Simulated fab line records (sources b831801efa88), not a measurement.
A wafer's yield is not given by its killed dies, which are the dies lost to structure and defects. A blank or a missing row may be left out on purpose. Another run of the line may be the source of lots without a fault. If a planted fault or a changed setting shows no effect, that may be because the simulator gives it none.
What tool caused it?    flow gf180mcu    39 wafers from 13 lots sampled at 2 of the route's 602 steps

WHAT THE GAUGES SHOWED, per wafer
GF_VT_IMPLANT_RS_MEAS_47: measures by four-point-probe. Usual: NWELL_RS gives 487.8 ohm/sq (standard deviation 1.4).
lot   measured      on             NWELL_RS (ohm/sq)  flag
L736  day 7 14:31   film-metro-02  486.5 487.5 487.1  
L737  day 7 21:53   film-metro-01  486.1 486.0 486.3  
L738  day 8 03:17   film-metro-01  489.6 489.4 488.7  
L739  day 8 06:35   film-metro-04  486.9 487.5 486.8  
L741  day 8 22:58   film-metro-02  491.2 489.6 490.5  
L747  day 10 15:25  film-metro-02  488.3 487.5 490.0  
L748  day 10 19:34  film-metro-01  488.8 489.2 489.7  
L750  day 11 18:47  film-metro-02  487.2 486.3 485.9  
L751  day 11 19:02  film-metro-01  489.0 487.8 488.6  
L753  day 12 12:48  film-metro-04  488.2 486.9 486.5  
L755  day 13 05:08  film-metro-01  490.9 489.8 488.6  
L756  day 13 12:10  film-metro-04  486.7 486.8 486.5  
L759  day 14 04:14  film-metro-04  487.3 485.0 486.4  

EACH LOT AND THE TOOL THAT RAN IT (in order: tool; ch and the chambers of the sampled wafers; start)
lot   GF_VT_IMPLANT_STRIP_42
L736  plasma-asher-04 ch 0,1, day 7 13:59
L737  plasma-asher-01 ch 0,1, day 7 21:20
L738  plasma-asher-04 ch 0,1, day 8 02:50
L739  plasma-asher-01 ch 0, day 8 06:08
L741  plasma-asher-04 ch 0,1, day 8 22:32
L747  plasma-asher-01 ch 0, day 10 14:59
L748  plasma-asher-01 ch 0,1, day 10 19:08
L750  plasma-asher-01 ch 0,1, day 11 18:20
L751  plasma-asher-04 ch 0,1, day 11 18:35
L753  plasma-asher-01 ch 0,1, day 12 12:20
L755  plasma-asher-01 ch 0,1, day 13 04:41
L756  plasma-asher-01 ch 0,1, day 13 11:44
L759  plasma-asher-01 ch 0,1, day 14 03:47
- GF_VT_IMPLANT_STRIP_42: strips in O2/N2.

AS READ BY THE TOOLS THEMSELVES (means over the sampled wafers that have a number; for cases with no such wafer, the mark the record gives instead)
GF_VT_IMPLANT_STRIP_42. Usual: drypump-motor-current-A 5.6 A, standard deviation 0.42; heater-power-w 336 W, standard deviation 42; oes-product-au 0.716 a.u., standard deviation 0.0045; strip-time-to-endpoint-s 12.62 s, standard deviation 0.033.
lot   tool             drypump-motor-current-A (A)  heater-power-w (W)  oes-product-au (a.u.)  strip-time-to-endpoint-s (s)  flag
L736  plasma-asher-04  5.7                          337                 0.715                  12.65                         
L737  plasma-asher-01  5.1                          305                 0.721                  12.63                         
L738  plasma-asher-04  5.7                          336                 0.715                  12.54                         
L739  plasma-asher-01  5.0                          297                 0.716                  12.65                         
L741  plasma-asher-04  5.7                          340                 0.722                  12.59                         
L747  plasma-asher-01  4.9                          299                 0.714                  12.65                         
L748  plasma-asher-01  5.1                          303                 0.717                  12.63                         
L750  plasma-asher-01  5.3                          307                 0.721                  12.59                         
L751  plasma-asher-04  5.9                          358                 0.715                  12.61                         
L753  plasma-asher-01  5.3                          306                 0.719                  12.64                         
L755  plasma-asher-01  5.3                          307                 0.711                  12.62                         
L756  plasma-asher-01  5.1                          303                 0.717                  12.60                         
L759  plasma-asher-01  5.2                          305                 0.717                  12.68                         

THE ANSWER, worked out from the rows above alone
Rule: take the mean of a lot's wafers that have a number; if it is more than 3 standard deviations from the usual mean, the lot is off. Also off: a lot with no number at a reading for which 4 or more lots have one. The other lots that the step has rows for count as sound. After the gauges, taken in route order, come the tools' own readings; for these a lot's mean is taken, as printed above. At the first step where some lot is off, the reading lying furthest off is the one used; lots without a number count as furthest.
Nothing can be told from this: no lot is off at any reading shown.

WHAT THE SIMULATOR HAD INSERTED
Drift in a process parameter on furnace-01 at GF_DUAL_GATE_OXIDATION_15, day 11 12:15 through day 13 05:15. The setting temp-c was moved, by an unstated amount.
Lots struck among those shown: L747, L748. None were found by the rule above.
